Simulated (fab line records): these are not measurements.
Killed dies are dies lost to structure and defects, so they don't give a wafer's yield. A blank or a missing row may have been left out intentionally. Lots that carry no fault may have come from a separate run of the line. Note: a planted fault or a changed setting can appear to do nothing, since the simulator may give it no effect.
Which of the tools did it? || flow gf180mcu || 18 wafers from 6 lots sampled at 4 of the route's 602 steps

WHAT EACH GAUGE READ, for each wafer
GF_V1_CD_MEAS_14 targets a cd of 260 nm.
{"lot": "L408", "measured": "day 18 09:01", "on": "cdSem-01", "cdNm (nm)": "260.4 260.1 259.8"}
{"lot": "L411", "measured": "day 19 08:16", "on": "cdSem-01", "cdNm (nm)": "258.8 258.9 258.7"}
{"lot": "L414", "measured": "day 20 13:34", "on": "cdSem-02", "cdNm (nm)": "259.2 258.8 260.3"}
{"lot": "L418", "measured": "day 22 11:55", "on": "cdSem-02", "cdNm (nm)": "260.9 259.6 261.2"}
{"lot": "L423", "measured": "day 24 02:25", "on": "cdSem-01", "cdNm (nm)": "228.1 227.1 227.1"}
{"lot": "L428", "measured": "day 25 09:56", "on": "cdSem-01", "cdNm (nm)": "259.7 259.2 260.3"}

WHICH TOOL RAN EACH LOT (tool, then ch and the chambers of the sampled wafers, then the start)
{"lot": "L408", "GF_M1_SPUTTER_00": "pvdSputter-04, day 16 08:42", "GF_M1_SPUTTER_01": "pvdSputter-04, day 16 08:48", "GF_V1_EXPOSE_11": "krfScanner-01 ch 0, day 17 21:38"}
{"lot": "L411", "GF_M1_SPUTTER_00": "pvdSputter-01, day 17 07:44", "GF_M1_SPUTTER_01": "pvdSputter-01, day 17 07:50", "GF_V1_EXPOSE_11": "krfScanner-02 ch 0, day 18 20:44"}
{"lot": "L414", "GF_M1_SPUTTER_00": "pvdSputter-02, day 18 13:13", "GF_M1_SPUTTER_01": "pvdSputter-02, day 18 13:19", "GF_V1_EXPOSE_11": "krfScanner-02 ch 0, day 20 02:40"}
{"lot": "L418", "GF_M1_SPUTTER_00": "pvdSputter-01, day 20 11:57", "GF_M1_SPUTTER_01": "pvdSputter-01, day 20 12:03", "GF_V1_EXPOSE_11": "krfScanner-01 ch 0, day 22 01:04"}
{"lot": "L423", "GF_M1_SPUTTER_00": "pvdSputter-02, day 22 03:14", "GF_M1_SPUTTER_01": "pvdSputter-02, day 22 03:20", "GF_V1_EXPOSE_11": "krfScanner-01 ch 0, day 23 15:17"}
{"lot": "L428", "GF_M1_SPUTTER_00": "pvdSputter-04, day 23 12:58", "GF_M1_SPUTTER_01": "pvdSputter-04, day 23 13:04", "GF_V1_EXPOSE_11": "krfScanner-02 ch 0, day 24 23:22"}
- GF_M1_SPUTTER_00: material Ti, target thk 37.5 nm, time 150 s.
- GF_M1_SPUTTER_01: material TiN, target thk 30 nm, time 25 s.
- GF_V1_EXPOSE_11: exposes mask Via1, target cd 260 nm.

THE ANSWER, worked out from the rows above alone
Rule: the usual values come from the lots themselves. Put in order of their means at a reading, lots are off if they are a third of the lots or fewer, leave a main group of 4 or more, and stand apart from it by a gap of 3 or more times the standard deviation of the main group's means; of several such gaps the widest counts. If all means in a main group match to the digits the tables above print for the reading, that group is not used. A lot without any number at a reading at which 4 lots or more have one is off too. All remaining lots with rows at the step are treated as sound.
Off: L423, at GF_V1_CD_MEAS_14 (cdNm). Main group: mean 259.7 nm, sd 0.6.
If a tool, at a process step before that reading, ran all the lots that are off and no sound lot after the first of them, it fits. Those tools and the gauges at GF_V1_CD_MEAS_14 are tried in the same way. Undecided on this evidence; 2 tools fit (pvdSputter-02 at GF_M1_SPUTTER_00 and GF_M1_SPUTTER_01, krfScanner-01 at GF_V1_EXPOSE_11).

WHAT THE SIMULATOR HAD PUT IN
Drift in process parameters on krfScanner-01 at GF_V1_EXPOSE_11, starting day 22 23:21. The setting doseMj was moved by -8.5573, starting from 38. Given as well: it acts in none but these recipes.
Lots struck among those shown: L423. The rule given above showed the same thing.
